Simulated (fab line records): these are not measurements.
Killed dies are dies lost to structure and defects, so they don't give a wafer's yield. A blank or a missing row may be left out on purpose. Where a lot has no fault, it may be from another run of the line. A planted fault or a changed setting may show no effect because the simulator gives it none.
Struck lot and sound lot, side by side :: flow sky130 :: 30 out of 708 route steps
Sound: these wafers, L708.2, L708.3, L708.4. Struck: wafers L723.1, L723.3, L723.6. The cause comes at the end.
Per side, at each step with rows, come the tool, then ch with its chambers, and then its first start. Under that, the readings that differ: sound wafers :: struck wafers :: difference of the means :: sigmas: that difference in standard deviations of wafers without a fault.
alike: words and numbers the same on both sides, and readings whose means are apart by under 2 such deviations; not compared: readings that were withheld, readings missing a value for some wafer, numbers with overlapping values and no deviation given by the record, and bounds like >300 which may hide the same value.
The two part at a step that has a row with sigmas, a row that says differs or no value, or rows on one side only. When numbers do not overlap yet have no deviation, they are printed without sigmas and do not part them. A reading that every wafer of one side lacks parts them only if that side has two wafers or more.

first, 5 steps without rows for these wafers: SKY_SONOS_ONO_COAT_08 (resist thk 1140 nm); SKY_SONOS_ONO_SOFTBAKE_09 (time 60 s); SKY_SONOS_ONO_EXPOSE_10 (exposes mask ONOM, target cd 410 nm); SKY_SONOS_ONO_PEB_11; SKY_SONOS_ONO_DEVELOP_12 (develop time 60 s).
SKY_SONOS_ONO_CD_MEAS_13: the cd target is 410 nm.
  sound: cd sem-01 at day 13 03:34; struck: cd sem-01 at day 18 16:48
  alike: cd nm
SKY_SONOS_ONO_OVL_MEAS_14:
  sound: overlay-01 at day 13 03:41; struck: overlay-02 at day 18 16:55
  alike: SONOS_ONO_OVL
SKY_SONOS_ONO_ETCH_15: etches the open film in CHF3/O2, target depth 19.52 nm, time 7.8 s.
  sound on rie diel-01 ch 0,2,3, day 13 03:43; struck on rie diel-01 ch 0,1,2, day 18 16:58
  alike: drypump motor current A, oes product au, throttle valve pct
  not compared: rf hours counter h
then, 1 step without rows for these wafers: SKY_SONOS_ONO_WET_ETCH_16 (etches SiO2 in dHF, target depth 14 nm, time 280 s).
SKY_SONOS_ONO_STRIP_17: strips in O2/N2.
  sound on plasma asher-03 ch 0,1, day 13 03:49; struck on plasma asher-03 ch 0,1, day 18 17:09
  alike: drypump motor current A, oes product au, strip time to endpoint s
  not compared: rf hours counter h
then, 2 steps without rows for these wafers: SKY_SONOS_ONO_WET_ETCH_18 (etches Si3N4 in H3PO4, target depth 15 nm, time 172 s); SKY_GATE_OXIDE_CLEAN_00 (cleans in SC1/SC2, time 150 s).
SKY_GATE_OXIDE_OXIDATION_01: stabilise 600 s, purge 300 s, target thk 10.268 nm.
  sound on furnace-01 ch 0, day 13 05:19; struck on furnace-02 ch 0, day 18 18:26
reading: spike tc centre C (C)
sound: 900.4 902.9 900.7
struck: 919.7 918.6 919.5
difference: +17.9
sigmas: +15

reading: spike tc lower C (C)
sound: 900.3 903.5 901.5
struck: 899.1 898.8 898.2
difference: -3.1
sigmas: -3

reading: spike tc upper C (C)
sound: 901.6 901.5 901.6
struck: 898.2 897.0 899.2
difference: -3.4
sigmas: -3

reading: zone power centre pct (%)
sound: 20.1 20.1 20.2
struck: 31.3 31.2 30.8
difference: +11.0
sigmas: +10

reading: zone power upper pct (%)
sound: 20.7 21.3 20.5
struck: 15.7 16.0 15.4
difference: -5.1
sigmas: -13

reading: model.SiO2_of_GATE_OXIDE_OXIDATION_01.thk nm (nm)
sound: 10.18 10.06 9.942
struck: 10.44 10.49 10.87
difference: +0.54
sigmas: 
SKY_GATE_OXIDE_THK_MEAS_02:
  sound: film metro-01 at day 13 06:44; struck: film metro-04 at day 18 19:50
reading: GATE_OXIDE_OXIDATION_00_THK (nm)
sound: 10.18 10.08 9.93
struck: 10.47 10.51 10.88
difference: +0.56
sigmas: +3
then, 7 steps without rows for these wafers: SKY_GATE_OXIDE_DEHYDRATE_03 (time 60 s); SKY_GATE_OXIDE_HMDS_04 (prime time 60 s); SKY_GATE_OXIDE_COAT_05 (resist thk 1140 nm); SKY_GATE_OXIDE_SOFTBAKE_06 (time 60 s); SKY_GATE_OXIDE_EXPOSE_07 (exposes mask LVOM, target cd 600 nm); SKY_GATE_OXIDE_PEB_08; SKY_GATE_OXIDE_DEVELOP_09 (develop time 60 s).
SKY_GATE_OXIDE_OVL_MEAS_10:
  sound: overlay-01 at day 14 08:46; struck: overlay-01 at day 20 02:00
  alike: GATE_OXIDE_OVL
then, 2 steps without rows for these wafers: SKY_GATE_OXIDE_IMPLANT_11; SKY_GATE_OXIDE_WET_ETCH_12 (etches SiO2 in dHF, target depth 16.8 nm, time 336 s).
SKY_GATE_OXIDE_STRIP_13: strips in O2/N2.
  sound on plasma asher-01 ch 0,1, day 14 09:02; struck on plasma asher-02 ch 1, day 20 02:23
  alike: drypump motor current A, oes product au, strip time to endpoint s
  not compared: rf hours counter h
SKY_GATE_OXIDE_TW_MEAS_14:
  sound: film metro-02 at day 14 09:09; struck: film metro-02 at day 20 02:29
  alike: GATE_OXIDE_TW
then, 1 step without rows for these wafers: SKY_GATE_OXIDE_CLEAN_15 (cleans in SC1/SC2, time 150 s).
SKY_GATE_OXIDE_OXIDATION_16: stabilise 600 s, purge 300 s, target thk 3.57 nm.
  sound on furnace-02 ch 0, day 14 12:28; struck on furnace-02 ch 0, day 20 02:39
reading: model.SiO2_of_GATE_OXIDE_OXIDATION_01.thk nm (nm)
sound: 11.54 11.41 11.29
struck: 11.81 11.83 12.19
difference: +0.53
sigmas: 
  alike: spike tc centre C, spike tc lower C, spike tc upper C, zone power centre pct, zone power upper pct
then, 1 step without rows for these wafers: SKY_POLY_GATE_CVD_00 (deposits poly-Si, target thk 180 nm, time 720 s).
-- record jumps: 30 days separate the struck wafers' starts on either side; left off in module POLY_GATE, taken up again in module PAD_OPEN, whose first shown step is the route's number 708 --
SKY_PAD_OPEN_PROBE_99:
  sound: prober-01 at day 46 04:11; struck: prober-02 at day 50 00:44
reading: model.etest.tip sonos.rs ohm sq
sound: 2588 2585 2534
struck: 2693 2674 2773
difference: +144
sigmas: 

reading: model.etest.nfet g5v0d10v5.r on ohm um
sound: 1883 1874 1866
struck: 1925 1925 1980
difference: +69
sigmas: 

reading: model.etest.nfet g5v0d10v5.drive ua um
sound: 605.8 607.1 617.4
struck: 586.8 589.3 570.8
difference: -27.8
sigmas: 

reading: model.etest.nfet_05v0_nvt.drive ua um
sound: 573.8 579.6 585.2
struck: 566.4 561.9 547.3
difference: -21.0
sigmas: 

reading: model.etest.pfet g5v0d10v5.drive ua um
sound: 339.6 339.5 343
struck: 337.4 331.6 325.9
difference: -9.1
sigmas: 

reading: model.etest.nfet_16v.drive ua um
sound: 218.4 222.3 223.6
struck: 216.8 216.7 210.2
difference: -6.9
sigmas: 
  alike: killed_at_M0_to_M3, killed_at_M4_up, killed at contacts, killed at front end, killed at other, killed dies, killed open, killed short
  not compared: model.etest.nfet_16v.r on ohm um, model.etest.pfet g5v0d10v5.r on ohm um

## WHERE THEY PART
At SKY_GATE_OXIDE_OXIDATION_01 first; at SKY_GATE_OXIDE_THK_MEAS_02 last (within this record only). Later steps at which nothing parts them and some readings are alike: SKY_GATE_OXIDE_OVL_MEAS_10, SKY_GATE_OXIDE_STRIP_13, SKY_GATE_OXIDE_TW_MEAS_14, SKY_GATE_OXIDE_OXIDATION_16, SKY_PAD_OPEN_PROBE_99.

WHY: what had been put in by the simulator
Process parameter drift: furnace-02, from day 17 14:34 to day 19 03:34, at SKY_GATE_OXIDE_OXIDATION_01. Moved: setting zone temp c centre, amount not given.
